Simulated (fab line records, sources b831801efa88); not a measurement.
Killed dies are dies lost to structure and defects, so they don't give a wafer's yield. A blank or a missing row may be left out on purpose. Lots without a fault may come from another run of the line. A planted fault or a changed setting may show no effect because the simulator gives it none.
Which tool did it? | flow gf180mcu | 6 lots, 18 wafers sampled, at 3 steps of a route of 602

WHAT THE GAUGES READ, wafer by wafer
GF_PASSIVATION_THK_MEAS_03.
lot  | measured     | on            | PASSIVATION_CVD_02_THK (nm)
L934 | day 29 07:49 | film_metro-04 | 689 690 696
L936 | day 29 19:59 | film_metro-03 | 699 711 705
L940 | day 31 00:25 | film_metro-04 | 690 692 706
L947 | day 32 20:13 | film_metro-04 | 696 682 702
L949 | day 33 05:07 | film_metro-04 | 686 689 698
L951 | day 33 18:52 | film_metro-03 | 688 702 710

WHICH TOOL RAN EACH LOT (tool, then ch and the chambers of the sampled wafers, then the start)
lot  | GF_TOP_METAL_METAL_ETCH_16        | GF_PASSIVATION_CVD_02
L934 | rie_metal-02 ch 0,1, day 29 06:38 | pecvd-02 ch 0,1, day 29 07:31
L936 | rie_metal-02 ch 0,1, day 29 18:50 | pecvd-03 ch 1,2, day 29 19:41
L940 | rie_metal-02 ch 0,1, day 30 23:16 | pecvd-02 ch 0,2, day 31 00:07
L947 | rie_metal-04 ch 0,1, day 32 19:03 | pecvd-03 ch 1,2, day 32 19:55
L949 | rie_metal-02 ch 1, day 33 03:53   | pecvd-01 ch 0,2, day 33 04:49
L951 | rie_metal-04 ch 0,1, day 33 17:41 | pecvd-03 ch 0,1, day 33 18:34
- GF_TOP_METAL_METAL_ETCH_16: etches the open film in Cl2/BCl3, stops on SiO2, target depth 1197 nm, time 199.5 s.
- GF_PASSIVATION_CVD_02: deposits Si3N4, target thk 700 nm, time 486.18 s.

THE ANSWER, worked out from the rows above alone
Rule: what is usual is taken from the lots themselves. Put in order of their means at a reading, lots are off if they are a third of the lots or fewer, leave a main group of 4 or more, and stand apart from it by a gap of 3 or more times the standard deviation of the main group's means; of several such gaps the widest counts. A main group whose means are all the same, to the digits that the tables above print for the reading, isn't used. A lot without any number at a reading at which 4 lots or more have one is off too. The other lots that the step has rows for count as sound.
No lot is off at any reading shown: from this, nothing can be told.

WHAT THE SIMULATOR HAD PUT IN
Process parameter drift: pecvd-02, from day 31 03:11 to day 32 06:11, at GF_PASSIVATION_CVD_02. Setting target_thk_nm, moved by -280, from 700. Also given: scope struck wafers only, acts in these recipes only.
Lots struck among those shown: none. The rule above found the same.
